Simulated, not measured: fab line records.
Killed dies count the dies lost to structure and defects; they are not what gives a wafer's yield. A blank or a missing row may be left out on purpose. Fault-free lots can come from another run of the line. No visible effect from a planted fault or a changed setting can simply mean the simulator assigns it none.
Code-filled problem report in 8D (eight disciplines) form    flow gf180mcu    the parts of the form that need people (team, actions taken, sign-off) are left out

1. THE ISSUE
Mean M1_ALCU_RS at GF_M1_RS_MEAS_05: 0.0372 ohm/sq over 4 wafers in 2 lots; fault-free wafers: 0.0696 ohm/sq, standard deviation 0.0013. Measured from the usual mean, that is -25 standard deviations.
The step: measures by four-point-probe.
Seen first at day 20 17:05 on film metro-03, wafer L890.3. The record holds 36 wafers of 12 lots with a number at this step. By rule, "out" or "out of limits" means more than 4 standard deviations away from the usual mean. The rest of the wafers with a number are treated as sound.

2. WHAT IT IS, AND WHAT IT ISN'T
question                     is                              is not
which readings at this step  M1_ALCU_RS                      -
which lots                   L890, L891                      L879, L881, L882, L883, L884, L887, L895, L896, L899, L901
which wafers of those lots   L890.3, L890.5, L891.2, L891.4  L890.4, L891.3
read on which gauges         film metro-03                   film metro-01, film metro-02
when                         from day 20 17:05               up to then (19 sound wafers); but 13 sound wafers of L891, L895, L896, L899, L901 came after

3. WHAT RULES OUT EACH SUSPECT
Counting: any tool at a process step up to the reading remains a suspect provided it ran every lot that is out. Sound lots after the first of them don't rule it out here, since some wafers of a struck lot are sound.
- ruled out: the gauge at GF_M1_RS_MEAS_05. All the wafers that are out were read on film metro-03, but those of them that GF_PASSIVATION_PROBE_99 has rows for are out there too, on other tools.
- pvd sputter-03 at GF_CONTACT_SPUTTER_22 (material Ti, target thk 15 nm, time 80.02 s): kept. Ran every lot that is out, first one L890 (day 20 16:08); last sound lot up to then L887 (day 19 13:21).
- pvd sputter-02 at GF_M1_SPUTTER_02 (material AlCu, target thk 450 nm, time 23.9 s): kept. Ran every lot that is out, first one L890 (day 20 16:57); last sound lot up to then L883 (day 17 17:46).
- pvd sputter-02 at GF_M1_SPUTTER_04 (material TiN, target thk 50 nm, time 41.7 s): kept. Ran every lot that is out, first one L890 (day 20 17:01); last sound lot up to then L883 (day 17 17:49).
Left after counting: pvd sputter-03 at GF_CONTACT_SPUTTER_22, pvd sputter-02 at GF_M1_SPUTTER_02, pvd sputter-02 at GF_M1_SPUTTER_04.

4. THE CAUSE (what the simulator had put in)
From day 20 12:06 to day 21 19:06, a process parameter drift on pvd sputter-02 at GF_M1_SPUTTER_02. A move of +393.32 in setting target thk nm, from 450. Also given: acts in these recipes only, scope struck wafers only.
Counting leaves 3 suspects; this tool is one of them.

5. SEQUENCE OF EFFECTS, ordered by route
Each row: a reading where the mean over the struck wafers with a number is more than 3 standard deviations away from the usual. Scope: only readings with a usual standard deviation given in the record; hours: median across lots of the time from each lot's start at the first step in this table that gives one to its start at this step; sigmas: change in usual standard deviations.
hours  step                     reading               usual          on struck wafers  change   sigmas
0      GF_M1_RS_MEAS_05         M1_ALCU_RS            0.0696 ohm/sq  0.0372            -0.0324  -25
0      GF_M1_THK_MEAS_06        M1_ALCU_THK           450 nm         833               +383     +48
281    GF_PASSIVATION_PROBE_99  defect limited yield  90.4 %         0.0               -90.4    -65
281    GF_PASSIVATION_PROBE_99  killed_at_M0_to_M3    20             466               +446     +93
281    GF_PASSIVATION_PROBE_99  killed dies           47             492               +445     +64
281    GF_PASSIVATION_PROBE_99  killed on rim         9              96                +87      +28
281    GF_PASSIVATION_PROBE_99  sort_bin_3_pad_short  0.5 %          91.5              +91.0    +99 or more
281    GF_PASSIVATION_PROBE_99  sort n pass           445            0                 -445     -64
281    GF_PASSIVATION_PROBE_99  sort yield pct        90.4 %         0.0               -90.4    -65
Its process steps:
- GF_PASSIVATION_PROBE_99

6. WHAT WOULD HAVE CAUGHT IT SOONER
The first out-of-limits reading at a measuring or inspecting step in this record came at day 20 17:05, 5 hours after the fault's start at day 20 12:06.
No tool reading at GF_M1_SPUTTER_02 that has a usual standard deviation in the record was out on any struck wafer, so an alarm limit of 4 standard deviations on those readings would not have fired.
L891, from the lots that are out (2), started GF_M1_SPUTTER_02 on pvd sputter-02 later than day 20 17:05. A hold on the tool at that time would have spared it.
